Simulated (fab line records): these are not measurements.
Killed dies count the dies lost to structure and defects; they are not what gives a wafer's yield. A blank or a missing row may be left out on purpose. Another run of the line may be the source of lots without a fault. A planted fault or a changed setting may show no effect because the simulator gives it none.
Problem report in the 8D (eight disciplines) form, filled by code	flow gf180mcu	the parts of the form that need people (team, actions taken, sign-off) are left out

== 1. WHAT WENT WRONG ==
Mean of dose-ions-cm2 at GF_VT_IMPLANT_IMPLANT_19: 3.958e+12 across 6 wafers in 2 lots; on wafers with no fault it is 4.349e+12 (standard deviation 4.7e+09). That is -83 standard deviations from the usual mean.
First observed at day 7 13:05: wafer L745.1, on implanter-03. At this step, 39 wafers from 13 lots have a number in the record. By rule, "out" or "out of limits" means more than 4 standard deviations away from the usual mean. The rest of the wafers with a number are treated as sound.

== 2. WHAT IT IS, WHAT IT ISN'T ==
question	is	is not
which readings at this step	dose-ions-cm2	-
which lots	L745, L747	L741, L744, L746, L751, L752, L756, L757, L758, L760, L761, L763
which wafers of those lots	all that have a number	-
read on which tools	implanter-03	implanter-01, implanter-04
when	from day 7 13:05	up to then (6 sound wafers); but 27 sound wafers of L746, L751, L752, L756, L757, L758, L760, L761, L763 came after

== 3. SUSPECTS, AND WHAT RULES EACH OUT ==
Counting: a tool stays on the suspect list if, at a process step up to the reading, it processed all lots that are out and no sound lot following the first of them.
- implanter-03 at GF_VT_IMPLANT_IMPLANT_19: ruled out as a lasting fault. The sound lots L756, L760, L761 went through it after L745, its earliest lot that is out (day 7 13:05).
Left after counting: nothing in the record.

== 4. THE CAUSE (what the simulator had put in) ==
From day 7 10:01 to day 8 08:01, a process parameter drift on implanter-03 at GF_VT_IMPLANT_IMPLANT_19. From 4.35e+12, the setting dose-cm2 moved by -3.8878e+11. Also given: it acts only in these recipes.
Counting ruled it out, wrongly.

== 5. THE CHAIN OF EFFECTS, in route order ==
Each row: a reading where the mean over the struck wafers with a number is more than 3 standard deviations away from the usual. Readings are gone through only where the record gives a usual standard deviation; hours: the median, over the lots, of the time from a lot's start at the first step in this table giving one to that lot's start at this step; sigmas: the change measured in usual standard deviations.
hours	step	reading	usual	on struck wafers	change	sigmas
0	GF_VT_IMPLANT_IMPLANT_19	dose-ions-cm2	4.349e+12	3.958e+12	-3.910e+11	-83
0	GF_VT_IMPLANT_IMPLANT_19	faraday-current-uA	24.5	22.4	-2.1	-4.2
It contains these process steps:
- GF_VT_IMPLANT_IMPLANT_19
At these later measuring or inspecting steps, every struck wafer for which the step has a row has a number for every such reading, and none has moved that far: GF_VT_IMPLANT_TW_MEAS_21, GF_M2_RS_MEAS_05, GF_V2_CD_MEAS_14.

== 6. HOW IT WOULD HAVE BEEN CAUGHT EARLIER ==
First out-of-limits reading in this record: day 7 13:05, which is 3 hours after fault onset at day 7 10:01.
